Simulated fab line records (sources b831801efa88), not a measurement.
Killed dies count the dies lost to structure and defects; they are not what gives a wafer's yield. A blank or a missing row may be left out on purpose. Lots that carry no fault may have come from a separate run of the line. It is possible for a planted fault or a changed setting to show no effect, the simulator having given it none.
Struck lot and sound lot, side by side / flow sky130 / 16 out of 708 route steps
Sound: the wafers L245.1, L245.4, L245.6. Wafers L250.4, L250.5, L250.6 were the ones struck. At the end, the cause is stated.
Each step with rows lists, per side, the tool, then ch with its chambers, then its first start. Under that, the readings that differ: sound wafers / struck wafers / difference of the means / sigmas: that difference in standard deviations of wafers without a fault.
alike: words and numbers the same on both sides, and readings whose means are apart by under 2 such deviations; not compared: readings that were withheld, readings missing a value for some wafer, numbers with overlapping values and no deviation given by the record, and bounds like >300 which may hide the same value.
A row with sigmas, a row that says differs or no value, or rows on one side alone: a step with any of these is where the two part. Numbers that have no deviation but don't overlap get no sigmas and don't part them. Lack of a reading on every wafer of one side parts them only where that side has two or more wafers.

SKY_CAPM_THK_MEAS_01:
  sound: film_metro-01 at day 38 00:04; struck: film_metro-02 at day 39 19:43
  alike: CAPM_CVD_00_THK
SKY_CAPM_SPUTTER_02: material TiN, target thk 200 nm, time 166.7 s.
  sound: pvd_sputter-04 at day 38 00:07; struck: pvd_sputter-04 at day 39 19:44
  alike: throttle_valve_pct
SKY_CAPM_RS_MEAS_03: measurement is done with a four-point probe.
  sound: film_metro-04 at day 38 00:14; struck: film_metro-01 at day 39 19:55
  alike: CAPM_TIN_RS
SKY_CAPM_THK_MEAS_04: measures by xrf.
  sound: film_metro-04 at day 38 00:21; struck: film_metro-01 at day 39 20:00
  alike: CAPM_TIN_THK
then, 7 steps without rows for these wafers: SKY_CAPM_DEHYDRATE_05 (time 60 s); SKY_CAPM_HMDS_06 (prime time 60 s); SKY_CAPM_COAT_07 (resist thk 1140 nm); SKY_CAPM_SOFTBAKE_08 (time 60 s); SKY_CAPM_EXPOSE_09 (exposes mask CAPM, target cd 1000 nm); SKY_CAPM_PEB_10; SKY_CAPM_DEVELOP_11 (develop time 60 s).
SKY_CAPM_OVL_MEAS_12:
  sound: overlay-02 at day 39 01:16; struck: overlay-01 at day 40 20:23
  alike: CAPM_OVL
SKY_CAPM_METAL_ETCH_13: etches TiN in Cl2/BCl3, stops on SiO2, target depth 220 nm, time 62.9 s.
  sound on rie_metal-02 ch 0, day 39 01:18; struck on rie_metal-03 ch 0,1, day 40 20:25
  no value came back on the struck wafers for any of 6 readings (bcl3_flow_sccm (sccm), bias_w (W) and others); on the sound wafers bcl3_flow_sccm (sccm) reads 30.03 30.00 29.87
reading=model.NOVOLAK_of_CAPM_COAT_07.thk_nm (nm); sound=997.2 998.4 998.2; struck=1148 1148 1148; difference=+150; sigmas=
  not compared: rf_hours_counter_h
SKY_CAPM_STRIP_14: strips in O2/N2.
  sound on plasma_asher-02 ch 0,1, day 39 01:27; struck on plasma_asher-02 ch 0,1, day 40 20:31
reading=oes_product_au (a.u.); sound=0.715 0.709 0.698; struck=0.717 0.724 0.721; difference=+0.013; sigmas=+3
reading=strip_time_to_endpoint_s (s); sound=12.69 12.71 12.71; struck=14.27 14.28 14.29; difference=+1.58; sigmas=+29
  alike: drypump_motor_current_A
  not compared: rf_hours_counter_h
then, 1 step without rows for these wafers: SKY_CAPM_STRIP_15 (strips in post etch residue remover, time 1200 s).
-- the record jumps here: 8 days lie between the struck wafers' starts before and after (it left off in module CAPM and takes up again in module PAD_OPEN, whose first step shown is number 708 of the route) --
SKY_PAD_OPEN_PROBE_99:
  sound: prober-01 at day 46 23:48; struck: prober-02 at day 48 14:11
reading=hold; sound=- - -; struck=await_dispo/2.8h/scrap await_dispo/2.8h/scrap await_dispo/2.8h/scrap; difference=no value on the sound wafers; sigmas=
reading=defect_limited_yield (%); sound=79.7 81.3 79.3; struck=0 0 0; difference=-80; sigmas=-38
reading=killed_at_other; sound=1 0 0; struck=409 400 399; difference=+402; sigmas=+99 or more
reading=killed_dies; sound=100 92 102; struck=492 492 492; difference=+394; sigmas=+39
reading=killed_on_rim; sound=20 19 16; struck=96 96 96; difference=+78; sigmas=+22
reading=sort_bin_5_function (%); sound=12.4 11.2 11.6; struck=93.7 92.1 91.9; difference=+80.8; sigmas=+51
reading=sort_n_pass; sound=392 400 390; struck=0 0 0; difference=-394; sigmas=-39
reading=sort_yield_pct (%); sound=79.7 81.3 79.3; struck=0 0 0; difference=-80; sigmas=-38
  alike: killed_at_M0_to_M3, killed_at_M4_up, killed_at_contacts, killed_at_front_end, killed_open, killed_short, sort_bin_3_pad_short, sort_bin_6_memory

WHERE THEY PART
Earliest at SKY_CAPM_METAL_ETCH_13; latest, in this record, at SKY_PAD_OPEN_PROBE_99.

WHY: what the simulator had put in
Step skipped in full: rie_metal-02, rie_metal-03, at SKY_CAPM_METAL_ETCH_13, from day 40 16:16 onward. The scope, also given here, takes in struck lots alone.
